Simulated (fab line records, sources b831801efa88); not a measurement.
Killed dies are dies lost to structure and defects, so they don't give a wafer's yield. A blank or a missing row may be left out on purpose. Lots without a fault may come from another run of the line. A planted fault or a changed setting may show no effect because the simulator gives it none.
Which tool did it? | flow sky130 | 14 lots, 42 wafers sampled, at 3 steps of a route of 708

WHAT THE GAUGES READ, wafer by wafer
SKY_LDD_N_TW_MEAS_17. Usual: LDD_N_TW 2595, standard deviation 19.
lot  | measured     | on            | LDD_N_TW       | flag
L811 | day 17 23:07 | film_metro-02 | 2594 2587 2587 |
L812 | day 18 08:06 | film_metro-03 | 2604 2600 2593 |
L814 | day 19 00:59 | film_metro-04 | 2600 2599 2599 |
L815 | day 19 05:29 | film_metro-03 | 2574 2577 2567 |
L817 | day 19 23:05 | film_metro-02 | 2594 2587 2594 |
L818 | day 21 05:44 | film_metro-03 | 2587 2591 2593 |
L819 | day 21 06:28 | film_metro-03 | 2595 2579 2592 |
L820 | day 21 09:50 | film_metro-03 | 2587 2611 2583 |
L822 | day 21 18:20 | film_metro-04 | 2595 2592 2599 |
L821 | day 21 21:11 | film_metro-02 | 2604 2607 2591 |
L823 | day 22 04:34 | film_metro-04 | 2725 2724 2722 | OFF
L825 | day 23 03:33 | film_metro-02 | 2681 2677 2653 | OFF
L828 | day 24 00:02 | film_metro-03 | 2686 2685 2688 | OFF
L834 | day 26 05:04 | film_metro-04 | 2609 2606 2635 |

WHICH TOOL RAN EACH LOT (tool, then ch and the chambers of the sampled wafers, then the start)
lot  | SKY_LDD_N_IMPLANT_10                                                | SKY_LDD_N_STRIP_16
L811 | implanter-04 ch 0, day 17 22:07                                     | plasma_asher-03 ch 0,1, day 17 23:01
L812 | implanter-04 ch 0, day 18 04:48                                     | plasma_asher-03 ch 0,1, day 18 07:59
L814 | implanter-03 ch 0, day 19 00:00                                     | plasma_asher-03 ch 1, day 19 00:52
L815 | implanter-04 ch 0, day 19 04:31                                     | plasma_asher-03 ch 0,1, day 19 05:25
L817 | implanter-02 ch 0, day 19 22:07                                     | plasma_asher-03 ch 0,1, day 19 23:00
L818 | implanter-02 ch 0, day 21 04:46                                     | plasma_asher-02 ch 0,1, day 21 05:40
L819 | implanter-04 ch 0, day 21 05:29                                     | plasma_asher-02 ch 0,1, day 21 06:22
L820 | implanter-02 ch 0, day 21 08:52                                     | plasma_asher-01 ch 0,1, day 21 09:45
L822 | implanter-02 ch 0, day 21 17:22                                     | plasma_asher-01 ch 0,1, day 21 18:15
L821 | implanter-03 ch 0, day 21 20:13                                     | plasma_asher-01 ch 0,1, day 21 21:07
L823 | implanter-03 ch 0, day 22 03:08                                     | plasma_asher-02 ch 0,1, day 22 04:29
L825 | implanter-03 ch 0, day 23 00:19 and implanter-02 ch 0, day 23 00:38 | plasma_asher-02 ch 0,1, day 23 03:27
L828 | implanter-04 ch 0, day 23 22:43                                     | plasma_asher-01 ch 0,1, day 23 23:56
L834 | implanter-04 ch 0, day 26 04:04                                     | plasma_asher-01 ch 0,1, day 26 04:58
- SKY_LDD_N_IMPLANT_10
- SKY_LDD_N_STRIP_16: strips in O2/N2.

WHAT THE TOOLS THEMSELVES READ (means of the sampled wafers that have a number; where no wafer has one, the mark that the record gives instead)
SKY_LDD_N_IMPLANT_10. Usual: faraday_current_uA 423, standard deviation 8.1.
lot  | tool                      | faraday_current_uA | flag
L811 | implanter-04              | 425                |
L812 | implanter-04              | 418                |
L814 | implanter-03              | 408                |
L815 | implanter-04              | 426                |
L817 | implanter-02              | 418                |
L818 | implanter-02              | 423                |
L819 | implanter-04              | 424                |
L820 | implanter-02              | 423                |
L822 | implanter-02              | 419                |
L821 | implanter-03              | 420                |
L823 | implanter-03              | 427                |
L825 | implanter-03/implanter-02 | 420                |
L828 | implanter-04              | 425                |
L834 | implanter-04              | 421                |

SKY_LDD_N_STRIP_16. Usual: drypump_motor_current_A 5.8 A, standard deviation 0.42; oes_product_au 0.407 a.u., standard deviation 0.0049; strip_time_to_endpoint_s 4.328 s, standard deviation 0.015.
lot  | tool            | drypump_motor_current_A (A) | oes_product_au (a.u.) | strip_time_to_endpoint_s (s) | flag
L811 | plasma_asher-03 | 5.9                         | 0.402                 | 4.317                        |
L812 | plasma_asher-03 | 5.6                         | 0.411                 | 4.353                        |
L814 | plasma_asher-03 | 6.3                         | 0.411                 | 4.354                        |
L815 | plasma_asher-03 | 5.9                         | 0.406                 | 4.325                        |
L817 | plasma_asher-03 | 5.9                         | 0.405                 | 4.340                        |
L818 | plasma_asher-02 | 5.8                         | 0.408                 | 4.334                        |
L819 | plasma_asher-02 | 5.7                         | 0.409                 | 4.318                        |
L820 | plasma_asher-01 | 5.9                         | 0.408                 | 4.320                        |
L822 | plasma_asher-01 | 5.9                         | 0.408                 | 4.331                        |
L821 | plasma_asher-01 | 5.9                         | 0.399                 | 4.326                        |
L823 | plasma_asher-02 | 5.7                         | 0.401                 | 4.523                        | OFF
L825 | plasma_asher-02 | 5.8                         | 0.411                 | 4.551                        | OFF
L828 | plasma_asher-01 | 5.7                         | 0.403                 | 4.545                        | OFF
L834 | plasma_asher-01 | 5.7                         | 0.408                 | 4.294                        |

THE ANSWER, worked out from the rows above alone
Rule: a lot is off if the mean of its wafers that have a number lies more than 3 standard deviations from the usual mean. A lot without any number at a reading at which 4 lots or more have one is off too. The other lots that the step has rows for count as sound. The gauges are gone through in route order, then the tools' own readings, and for those a lot's mean is taken as printed above. The first step at which some lot is off is used, and at that step the reading that is off furthest; a lot without a number counts as furthest.
Off: L823, L825, L828, at SKY_LDD_N_TW_MEAS_17 (LDD_N_TW).
A tool fits if, at a process step before that reading, it ran every lot that is off, and no sound lot after the first of them. The gauges at SKY_LDD_N_TW_MEAS_17 aren't tried: what is off there is off at SKY_LDD_N_STRIP_16 too, on other tools, and a gauge's error can't cause that. None of those tried fits.

WHAT THE SIMULATOR HAD PUT IN
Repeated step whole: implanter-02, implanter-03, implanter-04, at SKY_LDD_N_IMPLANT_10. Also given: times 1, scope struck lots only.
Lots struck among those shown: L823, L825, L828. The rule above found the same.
